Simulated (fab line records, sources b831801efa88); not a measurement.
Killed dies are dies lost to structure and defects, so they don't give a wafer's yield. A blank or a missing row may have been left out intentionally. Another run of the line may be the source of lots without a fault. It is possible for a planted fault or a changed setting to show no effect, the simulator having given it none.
fab line records | flow gf180mcu
[record] lots = 6 wafers = 18 last-day = 35
route steps=602 shown V4@495 MIM@503
lots that met no fault: from a run of the same line without faults
start-h: hours from the record's opening day to when the first of the lot's shown wafers began | wait-h: hours elapsed since this lot's preceding step | " same as the row above | L1.1+2: a row that stands for several wafers | - value missing, or start not given | * or withheld: withheld | < > ~ a bound
route shown NAME@n: names a module that has steps shown in the file, with the first one's number in the route | usual: mean and standard deviation over wafers with no fault | same: alike in all rows | chamber/n: place in a boat | sites: each site's reading | _std_site: standard deviation of those values | _edge_site: mean of outer sites minus mean of inner sites | radius-mm: for every site, how far away it sits from the centre of the wafer | mask NAME#n: copy n | behind: the last tool/chamber to shape the wafer | hold: reason for holding the lot/hours on hold/outcome of the hold | device: names the non-switching transistor (n, p or np) | end of line: the route-end tests of the same wafers | a step with no rows: only its recipe | killed: dies lost to structure and defects at the first sort, not the wafer's yield | map: a wafer's dies, x killed, . not, _ none there
set.NAME: the run value of the setting; set.NAME@STEP: its run value at that earlier step | model.NAME: the simulator's own value behind a step, which no gauge read
certain route steps with their lots: each step a table, each wafer a row
services: when a tool's chamber went out of use (start-h, in hours from the record's first day, below 0 if earlier), for how many hours, and the reason
[[steps]]
[step GF_V4_STRIP_19]
[recipe] chemistry = post-etch-residue-remover time-s = 1200 temp-c = 72.5
[step GF_V4_CLEAN_20]
[recipe] chemistry = DIW dry = n2-spin
[step GF_V4_SPUTTER_21]
[recipe] material = Ti target-thk-nm = 15 chamber-pressure-pa = 5 power-w = 2500 substrate-temp-c = 200 time-s = 80.02
[usual] cathode-dc-power-W = 2500.0/0.44 chamber-pressure-pa = 5.000/0.01 throttle-valve-pct = 30.1/0.85
// columns lot.wafer tool chamber start-h wait-h cathode-dc-power-W chamber-pressure-pa throttle-valve-pct
L562.2 pvd-sputter-03 - 602.40 0.0 2500.9 5.001 31.3
L562.4 " - " " 2499.4 4.999 29.1
L562.5 " - " " 2499.8 5.019 30.9
L565.2 pvd-sputter-01 - 627.45 0.0 2500.5 5.008 30.8
L565.3 " - " " 2500.2 4.997 29.0
L565.6 " - " " 2500.1 4.989 29.6
L573.2 pvd-sputter-03 - 683.39 0.0 2499.7 4.982 31.2
L573.3 " - " " 2500.3 5.010 29.0
L573.5 " - " " 2499.7 5.000 29.2
L574.1 pvd-sputter-01 - 689.42 0.0 2500.1 5.012 30.7
L574.3 " - " " 2499.5 5.008 29.0
L574.5 " - " " 2499.9 4.988 29.3
L578.3 pvd-sputter-04 - 716.56 0.0 2498.8 5.006 29.0
L578.4 " - " " 2500.4 5.012 29.9
L578.6 " - " " 2499.4 4.994 29.9
L583.3 pvd-sputter-03 - 744.70 0.0 2499.6 4.987 31.1
L583.5 " - " " 2499.9 5.009 31.4
L583.6 " - " " 2500.0 5.005 30.0
[step GF_V4_SPUTTER_22]
[recipe] material = TiN target-thk-nm = 10 chamber-pressure-pa = 5 power-w = 4000 time-s = 40
[usual] cathode-dc-power-W = 4000.0/0.68 chamber-pressure-pa = 4.999/0.01 throttle-valve-pct = 30.1/0.84
// columns lot.wafer tool chamber start-h wait-h cathode-dc-power-W chamber-pressure-pa throttle-valve-pct
L562.2 pvd-sputter-03 - 602.46 0.0 4000.0 4.990 31.2
L562.4 " - " " 4000.6 4.998 29.2
L562.5 " - " " 4001.1 5.000 31.3
L565.2 pvd-sputter-01 - 627.51 0.0 3999.6 5.003 30.4
L565.3 " - " " 4000.8 4.987 29.0
L565.6 " - " " 4000.0 4.998 29.3
L573.2 pvd-sputter-03 - 683.45 0.0 4000.5 5.013 31.2
L573.3 " - " " 3999.8 5.007 29.1
L573.5 " - " " 4001.5 4.994 29.2
L574.1 pvd-sputter-01 - 689.48 0.0 4000.0 4.980 30.7
L574.3 " - " " 4000.2 4.998 29.0
L574.5 " - " " 4000.1 4.994 29.2
L578.3 pvd-sputter-04 - 716.62 0.0 3999.5 4.986 29.1
L578.4 " - " " 3999.8 4.982 29.7
L578.6 " - " " 3999.1 5.001 30.0
L583.3 pvd-sputter-03 - 744.76 0.0 4000.5 5.021 31.3
L583.5 " - " " 3999.3 5.003 31.0
L583.6 " - " " 3999.2 4.999 29.9
[step GF_V4_CVD_23]
[recipe] material = W target-thk-nm = 350 time-s = 104.9 temp-c = 400 pressure-torr = 40
[step GF_V4_RS_MEAS_24]
[recipe] thk-meas-gauge = four-point-probe reads = W_of_V4_CVD_23+TiN_of_V4_SPUTTER_22+Ti_of_V4_SPUTTER_21
[usual] V4_W_RS = 0.332/0.0042
// columns lot.wafer tool chamber start-h wait-h V4_W_RS[ohm/sq]
L562.2 film-metro-03 - 602.63 0.1 0.338
L562.4 " - " " 0.334
L562.5 " - " " 0.336
L565.2 film-metro-04 - 627.68 0.1 0.330
L565.3 " - " " 0.327
L565.6 " - " " 0.328
L573.2 film-metro-03 - 683.62 0.1 0.335
L573.3 " - " " 0.333
L573.5 " - " " 0.334
L574.1 film-metro-04 - 689.63 0.1 0.331
L574.3 " - " " 0.323
L574.5 " - " " 0.321
L578.3 film-metro-03 - 716.82 0.1 0.329
L578.4 " - " " 0.336
L578.6 " - " " 0.332
L583.3 film-metro-04 - 744.95 0.1 0.332
L583.5 " - " " 0.330
L583.6 " - " " 0.331
[step GF_V4_THK_MEAS_25]
[recipe] thk-meas-gauge = xrf reads = W_of_V4_CVD_23
[usual] V4_W_THK = 331/5.1
// columns lot.wafer tool chamber start-h wait-h V4_W_THK[nm]
L562.2 film-metro-03 - 602.74 0.1 331
L562.4 " - " " 336
L562.5 " - " " 335
L565.2 film-metro-04 - 627.79 0.1 329
L565.3 " - " " 332
L565.6 " - " " 329
L573.2 film-metro-03 - 683.73 0.1 334
L573.3 " - " " 335
L573.5 " - " " 335
L574.1 film-metro-04 - 689.75 0.1 330
L574.3 " - " " 338
L574.5 " - " " 341
L578.3 film-metro-03 - 716.92 0.1 342
L578.4 " - " " 334
L578.6 " - " " 338
L583.3 film-metro-04 - 745.05 0.1 332
L583.5 " - " " 331
L583.6 " - " " 330
[step GF_V4_CMP_26]
[recipe] stop-on = SiO2 down-force-psi = 3.5 platen-rpm = 60 t-overpolish-s = 15 target-thk-nm = 0 pad-velocity-m-s = 0.94248
[step GF_MIM_SPUTTER_00]
[recipe] material = Ti target-thk-nm = 37.5 arriving-ion-energy-ev = 80 substrate-temp-c = 200 chamber-pressure-pa = 2 power-w = 4000 time-s = 150
[step GF_MIM_SPUTTER_01]
[recipe] material = TiN target-thk-nm = 30 power-w = 6500 time-s = 25 chamber-pressure-pa = 0.4
[usual] cathode-dc-power-W = 6500.0/1.3 chamber-pressure-pa = 0.3999/0.00087 throttle-valve-pct = 30.0/0.82
// columns lot.wafer tool chamber start-h wait-h cathode-dc-power-W chamber-pressure-pa throttle-valve-pct
L562.2 pvd-sputter-02 - 603.36 0.1 6501.8 0.3992 29.0
L562.4 " - " " 6501.7 0.3991 30.5
L562.5 " - " " 6499.6 0.4001 29.9
L565.2 pvd-sputter-02 - 628.24 0.1 6499.6 0.4005 29.1
L565.3 " - " " 6500.5 0.3999 28.9
L565.6 " - " " 6498.4 0.3987 29.1
L573.2 pvd-sputter-02 - 684.18 0.1 6499.8 0.3997 30.5
L573.3 " - " " 6499.1 0.3996 29.0
L573.5 " - " " 6499.1 0.3995 29.3
L574.1 pvd-sputter-03 - 690.21 0.1 6499.7 0.3998 28.8
L574.3 " - " " 6500.4 0.3988 31.3
L574.5 " - " " 6499.3 0.3994 30.8
L578.3 pvd-sputter-03 - 717.36 0.1 6498.0 0.3990 31.1
L578.4 " - " " 6499.0 0.4006 31.4
L578.6 " - " " 6497.6 0.4000 29.4
L583.3 pvd-sputter-03 - 745.49 0.1 6498.8 0.3984 31.1
L583.5 " - " " 6500.6 0.4017 31.2
L583.6 " - " " 6500.4 0.4013 31.3
[step GF_MIM_SPUTTER_02]
[recipe] material = AlCu target-thk-nm = 450 power-w = 10600 time-s = 23.9 chamber-pressure-pa = 0.4
[step GF_MIM_SPUTTER_03]
[recipe] material = Ti target-thk-nm = 10 substrate-temp-c = 300 chamber-pressure-pa = 0.3 power-w = 3000 time-s = 6.7
[usual] cathode-dc-power-W = 3000.0/0.57 chamber-pressure-pa = 0.3000/0.00062 throttle-valve-pct = 30.0/0.81
// columns lot.wafer tool chamber start-h wait-h cathode-dc-power-W chamber-pressure-pa throttle-valve-pct
L562.2 pvd-sputter-02 - 603.42 0.0 2999.8 0.2994 29.0
L562.4 " - " " 3001.2 0.2999 30.4
L562.5 " - " " 2999.8 0.3000 30.3
L565.2 pvd-sputter-02 - 628.30 0.0 2999.9 0.2998 29.4
L565.3 " - " " 3000.6 0.2997 28.9
L565.6 " - " " 2999.7 0.2997 28.9
L573.2 pvd-sputter-02 - 684.24 0.0 3000.2 0.3005 30.3
L573.3 " - " " 3000.3 0.3000 29.2
L573.5 " - " " 3001.3 0.2996 29.1
L574.1 pvd-sputter-03 - 690.27 0.0 2999.6 0.3004 29.0
L574.3 " - " " 2999.9 0.3003 31.1
L574.5 " - " " 2999.2 0.3005 31.2
L578.3 pvd-sputter-03 - 717.42 0.0 3000.2 0.3001 31.3
L578.4 " - " " 3000.1 0.2995 31.1
L578.6 " - " " 2999.7 0.3001 29.0
L583.3 pvd-sputter-03 - 745.56 0.0 2999.5 0.2999 31.0
L583.5 " - " " 3000.4 0.3007 31.0
L583.6 " - " " 2999.6 0.3006 31.1
[step GF_MIM_SPUTTER_04]
[recipe] material = TiN target-thk-nm = 50 power-w = 6500 time-s = 41.7 chamber-pressure-pa = 0.4
[usual] cathode-dc-power-W = 6500.1/1.3 chamber-pressure-pa = 0.4000/0.0008 throttle-valve-pct = 30.0/0.81
// columns lot.wafer tool chamber start-h wait-h cathode-dc-power-W chamber-pressure-pa throttle-valve-pct
L562.2 pvd-sputter-02 - 603.44 0.0 6500.3 0.4007 28.9
L562.4 " - " " 6501.3 0.4002 30.0
L562.5 " - " " 6499.5 0.4002 30.2
L565.2 pvd-sputter-02 - 628.32 0.0 6500.6 0.3991 29.2
L565.3 " - " " 6499.1 0.3998 28.9
L565.6 " - " " 6502.5 0.4004 29.2
L573.2 pvd-sputter-02 - 684.26 0.0 - - -
L573.3 " - " " - - -
L573.5 " - " " - - -
L574.1 pvd-sputter-03 - 690.29 0.0 - - -
L574.3 " - " " - - -
L574.5 " - " " - - -
L578.3 pvd-sputter-03 - 717.44 0.0 6502.8 0.3999 31.3
L578.4 " - " " 6500.6 0.4003 31.1
L578.6 " - " " 6497.9 0.3998 28.9
L583.3 pvd-sputter-03 - 745.58 0.0 6499.3 0.3983 31.1
L583.5 " - " " 6500.4 0.4001 30.9
L583.6 " - " " 6499.4 0.3988 30.9
[step GF_MIM_CVD_05]
[recipe] material = Si3N4 target-thk-nm = 42 temp-max-c = 400 temp-c = 385 time-s = 29.086 rf-w = 450
[usual] heater-power-w = 664/65 rf-fwd-power-W = 445.4/2.2
// columns lot.wafer tool chamber start-h wait-h heater-power-w rf-fwd-power-W since-wet-clean-h
L562.2 pecvd-04 2 603.48 0.0 681 443.9 637
L562.4 " 1 " " 599 446.3 -
L562.5 " 2 " " 564 443.9 -
L565.2 pecvd-01 0 628.36 0.0 606 445.3 454
L565.3 " 2 " " 617 445.7 454
L565.6 " 0 " " 615 446.1 -
L573.2 pecvd-01 2 684.30 0.0 683 445.9 510
L573.3 " 1 " " 804 443.7 510
L573.5 " 0 " " 607 447.0 -
L574.1 pecvd-04 0 690.33 0.0 665 447.9 724
L574.3 " 1 " " 640 448.3 724
L574.5 " 0 " " 655 446.9 -
L578.3 pecvd-03 2 717.48 0.0 672 444.8 112
L578.4 " 2 " " 651 444.9 -
L578.6 " 0 " " 703 445.7 -
L583.3 pecvd-01 2 745.62 0.0 698 444.1 571
L583.5 " 2 " " 726 442.4 -
L583.6 " 0 " " 651 447.8 -
[[services]]
// columns tool chamber start-h hours kind
pecvd-03 - 591.12 14.0 pm
pecvd-03 0 591.12 14.0 vent-cycle
pecvd-03 1 591.12 14.0 vent-cycle
pecvd-03 2 591.12 14.0 vent-cycle
pecvd-03 0 605.12 - clean
pecvd-03 1 605.12 - clean
pecvd-03 2 605.12 - clean
pecvd-04 0 605.47 28.9 repair
pecvd-03 - 644.97 16.2 repair
pvd-sputter-02 - 645.18 3.2 repair
pvd-sputter-02 - 675.39 3.6 repair
pvd-sputter-04 - 698.97 8.0 repair
pvd-sputter-04 - 703.60 3.1 repair
pecvd-04 1 713.25 18.0 repair
pecvd-04 2 726.49 6.7 repair
pecvd-03 0 734.09 15.0 repair
pvd-sputter-01 - 740.77 19.2 repair
pecvd-01 0 741.14 3.9 repair
pvd-sputter-02 - 742.30 0.9 repair
pecvd-04 - 745.25 5.5 pm
[[key]]
[first-sign] step = GF_MIM_SPUTTER_04 reading = tool-record direction = missing
effect none on later readings
met-at GF_MIM_SPUTTER_04
struck-wafers L573.2,L573.3,L573.5,L574.1,L574.3,L574.5
later-rows-left-out L573.2,L573.3,L573.5,L574.1,L574.3,L574.5
sort-left-out L573.2,L573.3,L573.5,L574.1,L574.3,L574.5
onset-between 628.32 684.26
[fault] kind = skipped-step-whole tool = pvd-sputter-02,pvd-sputter-03 chamber = - onset-h = 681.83 steps = GF_MIM_SPUTTER_04 scope = struck-lots-only
// sort-left-out: the simulated sort isn't trusted on such a fault, so these wafers' sort isn't shown, and their yield isn't known
// later-rows-left-out: the simulator's readings of these wafers behind a module that went badly wrong aren't trusted and aren't shown, but for the sort
